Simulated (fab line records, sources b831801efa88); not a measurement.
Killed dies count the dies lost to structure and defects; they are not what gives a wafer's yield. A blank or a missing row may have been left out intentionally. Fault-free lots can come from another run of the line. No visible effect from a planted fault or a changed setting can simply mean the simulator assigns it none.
fab line records -- flow gf180mcu -- part 1 of 2: steps 1 to 34 of 46
record: lots: 5, wafers: 15, lastDay: 34
route steps=602 shown STI@30 DNWELL@32 NWELL@42 LVPWELL@54 MVSD@66
lots untouched by any fault: they come from a run of this same line in which no faults occurred
startH: the number of hours between the record's first day and the start of the first shown wafer of the lot -- waitH: hours from the lot's prior step to this one -- " identical to the entry in the row above -- L1.1+2: a single row standing in for several wafers -- - no value present, or no start provided -- * or withheld: withheld -- < > ~ a bound
route shown NAME@n: NAME is a module with steps in the file, n the number in the route of the first one -- usual: mean/standard deviation of fault-free wafers -- same: alike in all rows -- chamber/n: place in a boat -- sites: per-site readings -- _std_site: the standard deviation of these -- _edge_site: the outer-site mean with the inner-site mean subtracted -- radiusMm: how far each site lies from the wafer's centre -- mask NAME#n: copy n -- behind: the last tool/chamber to shape the wafer -- hold: the reason the lot was held/the length of the hold in hours/how it ended -- device: the transistor (n, p or np) that didn't switch -- end of line: tests run on the same wafers once the route is complete -- where a step has no rows: the recipe by itself -- killed: the dies lost at the first sort to structure and to defects; this is not the yield of the wafer -- map: a wafer's dies, x killed, . not, _ none there
set.NAME: the setting the step ran with; set.NAME@STEP: the setting that earlier step ran with -- model.NAME: the simulator's own value behind a step, which no gauge read
lots at some steps of the route; a table a step, a row a wafer
services: when a tool's chamber went out of use (startH, in hours from the record's first day, below 0 if earlier), for how many hours, and the reason
== steps ==
step: GF_STI_OXIDATION_29
recipe: tempC: 900, ambient: O2, stabiliseS: 600, purgeS: 300, targetThkA: 100, oxTimeS: 1418
usual: oxTempCMax: 905.0/0.91, zonePowerBottomPct: 32.9/1
lot.wafer,tool,chamber,startH,waitH,oxTempCMax,zonePowerBottomPct
L074.1,furnace-02,0,28.97,0.0,905.4,31.5
L074.2,furnace-02,0,28.97,0.0,904.9,32.0
L074.3,furnace-02,0,28.97,0.0,907.4,31.7
L077.1,furnace-01,0,54.05,4.5,905.2,33.3
L077.2,furnace-01,0,54.05,4.5,905.6,33.1
L077.3,furnace-01,0,54.05,4.5,905.3,34.0
L088.3,furnace-02,0,103.07,0.5,906.1,32.2
L088.5,furnace-02,0,103.07,0.5,904.3,32.1
L088.6,furnace-02,0,103.07,0.5,903.4,31.7
L091.3,furnace-01,0,116.67,0.9,904.6,33.3
L091.4,furnace-01,0,116.67,0.9,905.1,33.9
L091.5,furnace-01,0,116.67,0.9,904.9,33.7
L097.3,furnace-02,0,148.47,0.0,904.9,32.0
L097.4,furnace-02,0,148.47,0.0,906.5,32.5
L097.6,furnace-02,0,148.47,0.0,906.4,32.4
step: GF_STI_THK_MEAS_30
recipe: reads: SiO2_of_STI_OXIDATION_29
usual: STI_OXIDATION_02_THK: 9.93/0.18
lot.wafer,tool,chamber,startH,waitH,STI_OXIDATION_02_THK[nm]
L074.1,filmMetro-03,-,30.36,0.0,10.22
L074.2,filmMetro-03,-,30.36,0.0,10.13
L074.3,filmMetro-03,-,30.36,0.0,10.19
L077.1,filmMetro-02,-,55.44,0.0,9.87
L077.2,filmMetro-02,-,55.44,0.0,9.89
L077.3,filmMetro-02,-,55.44,0.0,10.04
L088.3,filmMetro-03,-,104.48,0.0,10.02
L088.5,filmMetro-03,-,104.48,0.0,9.90
L088.6,filmMetro-03,-,104.48,0.0,10.11
L091.3,filmMetro-04,-,118.08,0.0,10.00
L091.4,filmMetro-04,-,118.08,0.0,10.05
L091.5,filmMetro-04,-,118.08,0.0,9.97
L097.3,filmMetro-02,-,149.88,0.0,9.79
L097.4,filmMetro-02,-,149.88,0.0,9.84
L097.6,filmMetro-02,-,149.88,0.0,9.89
step: GF_DNWELL_DEHYDRATE_00
recipe: tempC: 200, timeS: 60
lot.wafer,tool,chamber,startH,waitH
L074.1+2+3,lithoTrack-04,0,36.21,5.8
L077.1+2+3,lithoTrack-02,0,60.86,5.4
L088.3+5+6,lithoTrack-02,0,111.01,6.5
L091.3+4+5,lithoTrack-04,0,125.16,7.1
L097.3+4+6,lithoTrack-04,0,157.21,7.3
step: GF_DNWELL_HMDS_01
recipe: primeTimeS: 60, primeTempC: 120
usual: primeTempC: 120.02/0.12
lot.wafer,tool,chamber,startH,waitH,primeTempC
L074.1,lithoTrack-04,0,36.36,0.1,120.10
L074.2,lithoTrack-04,0,36.36,0.1,120.14
L074.3,lithoTrack-04,0,36.36,0.1,119.91
L077.1,lithoTrack-02,0,61.01,0.1,119.73
L077.2,lithoTrack-02,0,61.01,0.1,119.66
L077.3,lithoTrack-02,0,61.01,0.1,119.93
L088.3,lithoTrack-02,0,111.16,0.1,120.09
L088.5,lithoTrack-02,0,111.16,0.1,120.17
L088.6,lithoTrack-02,0,111.16,0.1,120.21
L091.3,lithoTrack-04,0,125.31,0.1,119.96
L091.4,lithoTrack-04,0,125.31,0.1,119.98
L091.5,lithoTrack-04,0,125.31,0.1,120.09
L097.3,lithoTrack-04,0,157.36,0.1,120.11
L097.4,lithoTrack-04,0,157.36,0.1,120.17
L097.6,lithoTrack-04,0,157.36,0.1,120.12
step: GF_DNWELL_COAT_02
recipe: spinRpm: 2000, resistThkNm: 3000
lot.wafer,tool,chamber,startH,waitH
L074.1+2+3,lithoTrack-04,0,36.51,0.1
L077.1+2+3,lithoTrack-02,0,61.16,0.1
L088.3+5+6,lithoTrack-02,0,111.31,0.1
L091.3+4+5,lithoTrack-04,0,125.46,0.1
L097.3+4+6,lithoTrack-04,0,157.51,0.1
step: GF_DNWELL_SOFTBAKE_03
recipe: tempC: 110, timeS: withheld
lot.wafer,tool,chamber,startH,waitH
L074.1+2+3,lithoTrack-04,0,36.66,0.1
L077.1+2+3,lithoTrack-02,0,61.31,0.1
L088.3+5+6,lithoTrack-02,0,111.48,0.1
L091.3+4+5,lithoTrack-04,0,125.62,0.1
L097.3+4+6,lithoTrack-04,0,157.67,0.1
step: GF_DNWELL_EXPOSE_04
recipe: maskId: DNWELL, targetCdNm: 1700, na: 0.6, sourceShape: conventional, sigmaOuter: 0.6, doseMj: 260
lot.wafer,tool,chamber,startH,waitH,mask
L074.1+2+3,ilineStepper-02,0,-,-,DNWELL#0
L077.1+2+3,ilineStepper-01,0,-,-,DNWELL#0
L088.3+5+6,ilineStepper-01,0,-,-,DNWELL#0
L091.3+4+5,ilineStepper-01,0,-,-,DNWELL#0
L097.3+4+6,ilineStepper-02,0,-,-,DNWELL#0
step: GF_DNWELL_PEB_05
recipe: tempC: 115, timeS: withheld
lot.wafer,tool,chamber,startH,waitH
L074.1+2+3,lithoTrack-02,0,-,-
L077.1+2+3,lithoTrack-01,0,-,-
L088.3+5+6,lithoTrack-02,0,-,-
L091.3+4+5,lithoTrack-04,0,-,-
L097.3+4+6,lithoTrack-02,0,-,-
step: GF_DNWELL_DEVELOP_06
recipe: wallAngleDeg: 90, developTimeS: 60, devTempC: 23
lot.wafer,tool,chamber,startH,waitH
L074.1+2+3,lithoTrack-02,0,-,-
L077.1+2+3,lithoTrack-01,0,-,-
L088.3+5+6,lithoTrack-02,0,-,-
L091.3+4+5,lithoTrack-04,0,-,-
L097.3+4+6,lithoTrack-02,0,-,-
step: GF_DNWELL_IMPLANT_07
recipe: species: P, energyKev: 1500, doseCm2: 1e+13, tiltDeg: 0
usual: tiltDeg: 0.001/0.021
lot.wafer,tool,chamber,startH,waitH,tiltDeg
L074.1,implanter-03,0,43.21,-,0.019
L074.2,implanter-03,0,43.21,-,0.034
L074.3,implanter-03,0,43.21,-,0.009
L077.1,implanter-04,0,67.80,-,0.013
L077.2,implanter-04,0,67.80,-,0.014
L077.3,implanter-04,0,67.80,-,0.009
L088.3,implanter-04,0,119.31,-,-0.009
L088.5,implanter-04,0,119.31,-,0.010
L088.6,implanter-04,0,119.31,-,0.044
L091.3,implanter-04,0,132.96,-,-0.013
L091.4,implanter-04,0,132.96,-,-0.011
L091.5,implanter-04,0,132.96,-,-0.001
L097.3,implanter-04,0,165.76,-,0.002
L097.4,implanter-04,0,165.76,-,-0.014
L097.6,implanter-04,0,165.76,-,-0.015
step: GF_DNWELL_STRIP_08
recipe: chemistry: O2/N2, powerW: 1400, pressureMtorr: 1500, platenTempC: 250, o2FlowSccm: 3000, n2FlowSccm: 300, overashFraction: 0.5
usual: drypumpMotorCurrentA: 5.6/0.33, heaterPowerW: 325/25, n2FlowSccm: 300.0/0.97, oesProductAu: 0.722/0.0044, stripTimeToEndpointS: 36.98/0.099
lot.wafer,tool,chamber,startH,waitH,drypumpMotorCurrentA,heaterPowerW,n2FlowSccm,oesProductAu,rfHoursCounterH,stripTimeToEndpointS
L074.1,plasmaAsher-03,0,43.36,0.1,5.9,360,299.8,0.729,40,36.97
L074.2,plasmaAsher-03,1,43.36,0.1,5.8,324,299.2,0.714,40,36.78
L074.3,plasmaAsher-03,0,43.36,0.1,5.9,348,300.4,0.725,-,36.85
L077.1,plasmaAsher-03,0,67.95,0.1,5.9,355,299.5,0.717,42,37.00
L077.2,plasmaAsher-03,1,67.95,0.1,5.8,323,301.0,0.723,42,36.93
L077.3,plasmaAsher-03,0,67.95,0.1,5.9,351,300.2,0.729,-,36.95
L088.3,plasmaAsher-03,1,119.45,0.1,5.8,320,300.3,0.726,-,36.92
L088.5,plasmaAsher-03,0,119.45,0.1,5.9,348,300.4,0.726,-,36.94
L088.6,plasmaAsher-03,1,119.45,0.1,5.8,327,300.9,0.717,-,36.94
L091.3,plasmaAsher-03,1,133.09,0.1,5.8,319,300.6,0.725,-,36.82
L091.4,plasmaAsher-03,0,133.09,0.1,5.9,355,301.7,0.726,-,36.93
L091.5,plasmaAsher-03,1,133.09,0.1,5.8,333,301.1,0.726,-,36.87
L097.3,plasmaAsher-04,1,165.89,0.1,5.3,304,300.7,0.715,-,36.90
L097.4,plasmaAsher-04,0,165.89,0.1,5.2,309,300.6,0.725,-,37.04
L097.6,plasmaAsher-04,1,165.89,0.1,5.3,298,299.2,0.730,-,36.92
step: GF_DNWELL_TW_MEAS_09
usual: DNWELL_TW: 1336/14
lot.wafer,tool,chamber,startH,waitH,DNWELL_TW
L074.1,filmMetro-02,-,43.46,0.1,1341
L074.2,filmMetro-02,-,43.46,0.1,1340
L074.3,filmMetro-02,-,43.46,0.1,1345
L077.1,filmMetro-02,-,68.05,0.1,1338
L077.2,filmMetro-02,-,68.05,0.1,1337
L077.3,filmMetro-02,-,68.05,0.1,1337
L088.3,filmMetro-02,-,119.53,0.1,1348
L088.5,filmMetro-02,-,119.53,0.1,1336
L088.6,filmMetro-02,-,119.53,0.1,1339
L091.3,filmMetro-02,-,133.18,0.1,1353
L091.4,filmMetro-02,-,133.18,0.1,1350
L091.5,filmMetro-02,-,133.18,0.1,1358
L097.3,filmMetro-02,-,165.98,0.1,1329
L097.4,filmMetro-02,-,165.98,0.1,1334
L097.6,filmMetro-02,-,165.98,0.1,1331
step: GF_NWELL_DEHYDRATE_00
recipe: tempC: 200, timeS: 60
lot.wafer,tool,chamber,startH,waitH
L074.1+2+3,lithoTrack-04,0,48.96,5.5
L077.1+2+3,lithoTrack-02,0,73.76,5.7
L088.3+5+6,lithoTrack-04,0,126.46,6.9
L091.3+4+5,lithoTrack-02,0,140.41,7.2
L097.3+4+6,lithoTrack-02,0,173.06,7.1
step: GF_NWELL_HMDS_01
recipe: primeTimeS: 60, primeTempC: 120
usual: primeTempC: 119.99/0.13
lot.wafer,tool,chamber,startH,waitH,primeTempC
L074.1,lithoTrack-04,0,49.11,0.1,119.95
L074.2,lithoTrack-04,0,49.11,0.1,120.14
L074.3,lithoTrack-04,0,49.11,0.1,120.11
L077.1,lithoTrack-02,0,73.91,0.1,119.76
L077.2,lithoTrack-02,0,73.91,0.1,119.99
L077.3,lithoTrack-02,0,73.91,0.1,120.00
L088.3,lithoTrack-04,0,126.61,0.1,119.98
L088.5,lithoTrack-04,0,126.61,0.1,119.98
L088.6,lithoTrack-04,0,126.61,0.1,120.06
L091.3,lithoTrack-02,0,140.56,0.1,119.97
L091.4,lithoTrack-02,0,140.56,0.1,120.01
L091.5,lithoTrack-02,0,140.56,0.1,119.90
L097.3,lithoTrack-02,0,173.21,0.1,120.25
L097.4,lithoTrack-02,0,173.21,0.1,119.93
L097.6,lithoTrack-02,0,173.21,0.1,120.06
step: GF_NWELL_COAT_02
recipe: spinRpm: 2000, resistThkNm: 3000
lot.wafer,tool,chamber,startH,waitH
L074.1+2+3,lithoTrack-04,0,49.26,0.1
L077.1+2+3,lithoTrack-02,0,74.06,0.1
L088.3+5+6,lithoTrack-04,0,126.76,0.1
L091.3+4+5,lithoTrack-02,0,140.71,0.1
L097.3+4+6,lithoTrack-02,0,173.36,0.1
step: GF_NWELL_SOFTBAKE_03
recipe: tempC: 110, timeS: withheld
lot.wafer,tool,chamber,startH,waitH
L074.1+2+3,lithoTrack-04,0,49.41,0.1
L077.1+2+3,lithoTrack-02,0,74.21,0.1
L088.3+5+6,lithoTrack-04,0,126.92,0.1
L091.3+4+5,lithoTrack-02,0,140.88,0.1
L097.3+4+6,lithoTrack-02,0,173.53,0.1
step: GF_NWELL_EXPOSE_04
recipe: maskId: Nwell, targetCdNm: 860, na: 0.6, sourceShape: conventional, sigmaOuter: 0.6, doseMj: 260
lot.wafer,tool,chamber,startH,waitH,mask
L074.1+2+3,ilineStepper-02,0,-,-,Nwell#0
L077.1+2+3,ilineStepper-01,0,-,-,Nwell#0
L088.3+5+6,ilineStepper-02,0,-,-,Nwell#0
L091.3+4+5,ilineStepper-01,0,-,-,Nwell#0
L097.3+4+6,ilineStepper-01,0,-,-,Nwell#0
step: GF_NWELL_PEB_05
recipe: tempC: 115, timeS: withheld
lot.wafer,tool,chamber,startH,waitH
L074.1+2+3,lithoTrack-04,0,-,-
L077.1+2+3,lithoTrack-04,0,-,-
L088.3+5+6,lithoTrack-03,0,-,-
L091.3+4+5,lithoTrack-04,0,-,-
L097.3+4+6,lithoTrack-04,0,-,-
step: GF_NWELL_DEVELOP_06
recipe: wallAngleDeg: 90, developTimeS: 60, devTempC: 23
lot.wafer,tool,chamber,startH,waitH
L074.1+2+3,lithoTrack-04,0,-,-
L077.1+2+3,lithoTrack-04,0,-,-
L088.3+5+6,lithoTrack-03,0,-,-
L091.3+4+5,lithoTrack-04,0,-,-
L097.3+4+6,lithoTrack-04,0,-,-
step: GF_NWELL_OVL_MEAS_07
usual: NWELL_OVL: 0.5/1.4
lot.wafer,tool,chamber,startH,waitH,NWELL_OVL[nm]
L074.1,overlay-02,-,55.41,-,0.7
L074.2,overlay-02,-,55.41,-,-0.2
L074.3,overlay-02,-,55.41,-,0.4
L077.1,overlay-01,-,80.76,-,-0.2
L077.2,overlay-01,-,80.76,-,0.3
L077.3,overlay-01,-,80.76,-,0.0
L088.3,overlay-02,-,134.18,-,0.3
L088.5,overlay-02,-,134.18,-,0.5
L088.6,overlay-02,-,134.18,-,-0.3
L091.3,overlay-02,-,148.82,-,0.0
L091.4,overlay-02,-,148.82,-,0.5
L091.5,overlay-02,-,148.82,-,0.8
L097.3,overlay-01,-,181.87,-,3.3
L097.4,overlay-01,-,181.87,-,1.2
L097.6,overlay-01,-,181.87,-,1.6
step: GF_NWELL_IMPLANT_08
recipe: species: P, energyKev: 450, doseCm2: 1.5e+13, tiltDeg: 0
usual: tiltDeg: 0.006/0.022
lot.wafer,tool,chamber,startH,waitH,tiltDeg
L074.1,implanter-01,0,55.44,0.0,0.000
L074.2,implanter-01,0,55.44,0.0,0.001
L074.3,implanter-01,0,55.44,0.0,0.001
L077.1,implanter-02,0,80.79,0.0,0.014
L077.2,implanter-02,0,80.79,0.0,0.005
L077.3,implanter-02,0,80.79,0.0,-0.002
L088.3,implanter-01,0,134.26,0.1,0.025
L088.5,implanter-01,0,134.26,0.1,0.005
L088.6,implanter-01,0,134.26,0.1,-0.003
L091.3,implanter-01,0,148.89,0.1,0.020
L091.4,implanter-01,0,148.89,0.1,0.011
L091.5,implanter-01,0,148.89,0.1,0.020
L097.3,implanter-03,0,181.94,0.1,-0.022
L097.4,implanter-03,0,181.94,0.1,0.007
L097.6,implanter-03,0,181.94,0.1,0.009
step: GF_NWELL_IMPLANT_09
recipe: species: P, energyKev: 160, doseCm2: 4e+12, tiltDeg: 0
usual: tiltDeg: -0.001/0.021
lot.wafer,tool,chamber,startH,waitH,tiltDeg
L074.1,implanter-01,0,55.59,0.1,0.007
L074.2,implanter-01,0,55.59,0.1,0.003
L074.3,implanter-01,0,55.59,0.1,0.031
L077.1,implanter-02,0,80.94,0.1,-0.038
L077.2,implanter-02,0,80.94,0.1,-0.025
L077.3,implanter-02,0,80.94,0.1,-0.010
L088.3,implanter-01,0,134.41,0.1,-0.006
L088.5,implanter-01,0,134.41,0.1,0.010
L088.6,implanter-01,0,134.41,0.1,-0.008
L091.3,implanter-01,0,149.04,0.1,0.017
L091.4,implanter-01,0,149.04,0.1,0.011
L091.5,implanter-01,0,149.04,0.1,-0.015
L097.3,implanter-03,0,182.09,0.1,-0.026
L097.4,implanter-03,0,182.09,0.1,-0.038
L097.6,implanter-03,0,182.09,0.1,-0.051
step: GF_NWELL_STRIP_10
recipe: chemistry: O2/N2, powerW: 1400, pressureMtorr: 1500, platenTempC: 250, o2FlowSccm: 3000, n2FlowSccm: 300, overashFraction: 0.5
usual: drypumpMotorCurrentA: 6.0/0.47, heaterPowerW: 348/28, n2FlowSccm: 299.9/0.82, oesProductAu: 0.722/0.0046, stripTimeToEndpointS: 37.00/0.11
lot.wafer,tool,chamber,startH,waitH,drypumpMotorCurrentA,heaterPowerW,n2FlowSccm,oesProductAu,rfHoursCounterH,stripTimeToEndpointS
L074.1,plasmaAsher-03,1,55.74,0.1,5.8,318,300.7,0.722,41,36.94
L074.2,plasmaAsher-03,0,55.74,0.1,5.9,347,300.5,0.723,41,37.06
L074.3,plasmaAsher-03,1,55.74,0.1,5.8,318,300.7,0.723,-,37.02
L077.1,plasmaAsher-03,0,81.09,0.1,5.9,343,299.4,0.725,44,37.03
L077.2,plasmaAsher-03,1,81.09,0.1,5.8,315,300.8,0.721,44,37.15
L077.3,plasmaAsher-03,0,81.09,0.1,5.9,361,300.1,0.721,-,37.09
L088.3,plasmaAsher-02,1,134.54,0.1,6.8,390,299.0,0.716,-,36.97
L088.5,plasmaAsher-02,1,134.54,0.1,6.8,393,299.1,0.731,-,36.79
L088.6,plasmaAsher-02,0,134.54,0.1,5.4,350,299.7,0.721,-,36.89
L091.3,plasmaAsher-02,1,149.18,0.1,6.8,390,300.0,0.712,-,37.06
L091.4,plasmaAsher-02,0,149.18,0.1,5.4,341,300.5,0.734,-,37.01
L091.5,plasmaAsher-02,1,149.18,0.1,6.8,391,299.6,0.718,-,36.90
L097.3,plasmaAsher-02,0,182.23,0.1,5.4,339,300.3,0.726,-,37.01
L097.4,plasmaAsher-02,1,182.23,0.1,6.8,376,299.5,0.725,-,37.19
L097.6,plasmaAsher-02,0,182.23,0.1,5.4,346,299.9,0.719,-,37.08
step: GF_NWELL_TW_MEAS_11
usual: NWELL_TW: 1565/19
lot.wafer,tool,chamber,startH,waitH,NWELL_TW
L074.1,filmMetro-04,-,55.84,0.1,1573
L074.2,filmMetro-04,-,55.84,0.1,1575
L074.3,filmMetro-04,-,55.84,0.1,1580
L077.1,filmMetro-03,-,81.19,0.1,1582
L077.2,filmMetro-03,-,81.19,0.1,1580
L077.3,filmMetro-03,-,81.19,0.1,1577
L088.3,filmMetro-03,-,134.63,0.1,1580
L088.5,filmMetro-03,-,134.63,0.1,1581
L088.6,filmMetro-03,-,134.63,0.1,1579
L091.3,filmMetro-04,-,149.26,0.1,1576
L091.4,filmMetro-04,-,149.26,0.1,1569
L091.5,filmMetro-04,-,149.26,0.1,1578
L097.3,filmMetro-01,-,182.31,0.1,1539
L097.4,filmMetro-01,-,182.31,0.1,1547
L097.6,filmMetro-01,-,182.31,0.1,1539
step: GF_LVPWELL_DEHYDRATE_00
recipe: tempC: 200, timeS: 60
lot.wafer,tool,chamber,startH,waitH
L074.1+2+3,lithoTrack-01,0,61.80,5.9
L077.1+2+3,lithoTrack-01,0,86.90,5.7
L088.3+5+6,lithoTrack-04,0,141.66,7.0
L091.3+4+5,lithoTrack-03,0,156.12,6.8
L097.3+4+6,lithoTrack-03,0,189.82,7.5
step: GF_LVPWELL_HMDS_01
recipe: primeTimeS: 60, primeTempC: 120
usual: primeTempC: 119.97/0.13
lot.wafer,tool,chamber,startH,waitH,primeTempC
L074.1,lithoTrack-01,0,61.95,0.1,119.84
L074.2,lithoTrack-01,0,61.95,0.1,120.05
L074.3,lithoTrack-01,0,61.95,0.1,119.98
L077.1,lithoTrack-01,0,87.05,0.1,120.00
L077.2,lithoTrack-01,0,87.05,0.1,119.98
L077.3,lithoTrack-01,0,87.05,0.1,119.98
L088.3,lithoTrack-04,0,141.81,0.1,119.91
L088.5,lithoTrack-04,0,141.81,0.1,119.83
L088.6,lithoTrack-04,0,141.81,0.1,119.72
L091.3,lithoTrack-03,0,156.27,0.1,119.89
L091.4,lithoTrack-03,0,156.27,0.1,119.93
L091.5,lithoTrack-03,0,156.27,0.1,119.90
L097.3,lithoTrack-03,0,189.97,0.1,119.91
L097.4,lithoTrack-03,0,189.97,0.1,119.89
L097.6,lithoTrack-03,0,189.97,0.1,119.79
step: GF_LVPWELL_COAT_02
recipe: spinRpm: 2000, resistThkNm: 3000
lot.wafer,tool,chamber,startH,waitH
L074.1+2+3,lithoTrack-01,0,62.10,0.1
L077.1+2+3,lithoTrack-01,0,87.20,0.1
L088.3+5+6,lithoTrack-04,0,141.96,0.1
L091.3+4+5,lithoTrack-03,0,156.42,0.1
L097.3+4+6,lithoTrack-03,0,190.12,0.1
step: GF_LVPWELL_SOFTBAKE_03
recipe: tempC: 110, timeS: withheld
lot.wafer,tool,chamber,startH,waitH
L074.1+2+3,lithoTrack-01,0,62.25,0.1
L077.1+2+3,lithoTrack-01,0,87.35,0.1
L088.3+5+6,lithoTrack-04,0,142.12,0.1
L091.3+4+5,lithoTrack-03,0,156.59,0.1
L097.3+4+6,lithoTrack-03,0,190.29,0.1
step: GF_LVPWELL_EXPOSE_04
recipe: maskId: LVPWELL, targetCdNm: 600, na: 0.6, sourceShape: conventional, sigmaOuter: 0.6, doseMj: 260
lot.wafer,tool,chamber,startH,waitH,mask
L074.1+2+3,ilineStepper-02,0,-,-,LVPWELL#0
L077.1+2+3,ilineStepper-01,0,-,-,LVPWELL#0
L088.3+5+6,ilineStepper-01,0,-,-,LVPWELL#0
L091.3+4+5,ilineStepper-02,0,-,-,LVPWELL#0
L097.3+4+6,ilineStepper-01,0,-,-,LVPWELL#0
step: GF_LVPWELL_PEB_05
recipe: tempC: 115, timeS: withheld
lot.wafer,tool,chamber,startH,waitH
L074.1+2+3,lithoTrack-01,0,-,-
L077.1+2+3,lithoTrack-03,0,-,-
L088.3+5+6,lithoTrack-04,0,-,-
L091.3+4+5,lithoTrack-03,0,-,-
L097.3+4+6,lithoTrack-01,0,-,-
step: GF_LVPWELL_DEVELOP_06
recipe: wallAngleDeg: 90, developTimeS: 60, devTempC: 23
lot.wafer,tool,chamber,startH,waitH
L074.1+2+3,lithoTrack-01,0,-,-
L077.1+2+3,lithoTrack-03,0,-,-
L088.3+5+6,lithoTrack-04,0,-,-
L091.3+4+5,lithoTrack-03,0,-,-
L097.3+4+6,lithoTrack-01,0,-,-
step: GF_LVPWELL_OVL_MEAS_07
usual: LVPWELL_OVL: -1.3/1.3
lot.wafer,tool,chamber,startH,waitH,LVPWELL_OVL[nm]
L074.1,overlay-02,-,68.15,-,0.1
L074.2,overlay-02,-,68.15,-,-0.3
L074.3,overlay-02,-,68.15,-,-0.4
L077.1,overlay-01,-,93.62,-,-0.3
L077.2,overlay-01,-,93.62,-,-1.0
L077.3,overlay-01,-,93.62,-,-0.9
L088.3,overlay-01,-,149.77,-,-0.1
L088.5,overlay-01,-,149.77,-,0.3
L088.6,overlay-01,-,149.77,-,-0.3
L091.3,overlay-01,-,164.03,-,1.4
L091.4,overlay-01,-,164.03,-,2.5
L091.5,overlay-01,-,164.03,-,2.1
L097.3,overlay-01,-,198.56,-,-2.1
L097.4,overlay-01,-,198.56,-,0.4
L097.6,overlay-01,-,198.56,-,-1.7
step: GF_LVPWELL_IMPLANT_08
recipe: species: B, energyKev: 170, doseCm2: 1.5e+13, tiltDeg: 0
usual: tiltDeg: 0.006/0.019
lot.wafer,tool,chamber,startH,waitH,tiltDeg
L074.1,implanter-01,0,68.19,0.0,0.021
L074.2,implanter-01,0,68.19,0.0,0.015
L074.3,implanter-01,0,68.19,0.0,0.036
L077.1,implanter-01,0,93.66,0.0,0.013
L077.2,implanter-01,0,93.66,0.0,-0.023
L077.3,implanter-01,0,93.66,0.0,-0.011
L088.3,implanter-04,0,149.84,0.1,-0.009
L088.5,implanter-04,0,149.84,0.1,0.042
L088.6,implanter-04,0,149.84,0.1,0.013
L091.3,implanter-04,0,164.11,0.1,0.014
L091.4,implanter-04,0,164.11,0.1,0.004
L091.5,implanter-04,0,164.11,0.1,0.012
L097.3,implanter-04,0,198.64,0.1,0.002
L097.4,implanter-04,0,198.64,0.1,-0.026
L097.6,implanter-04,0,198.64,0.1,0.000
step: GF_LVPWELL_IMPLANT_09
recipe: species: B, energyKev: 60, doseCm2: 5e+12, tiltDeg: 0
usual: tiltDeg: 0.004/0.02
lot.wafer,tool,chamber,startH,waitH,tiltDeg
L074.1,implanter-01,0,68.34,0.1,-0.018
L074.2,implanter-01,0,68.34,0.1,-0.021
L074.3,implanter-01,0,68.34,0.1,-0.040
L077.1,implanter-01,0,93.81,0.1,0.034
L077.2,implanter-01,0,93.81,0.1,0.004
L077.3,implanter-01,0,93.81,0.1,0.026
L088.3,implanter-04,0,149.99,0.1,-0.004
L088.5,implanter-04,0,149.99,0.1,-0.004
L088.6,implanter-04,0,149.99,0.1,0.005
L091.3,implanter-04,0,164.26,0.1,-0.011
L091.4,implanter-04,0,164.26,0.1,-0.004
L091.5,implanter-04,0,164.26,0.1,0.002
L097.3,implanter-04,0,198.79,0.1,0.000
L097.4,implanter-04,0,198.79,0.1,-0.001
L097.6,implanter-04,0,198.79,0.1,0.027
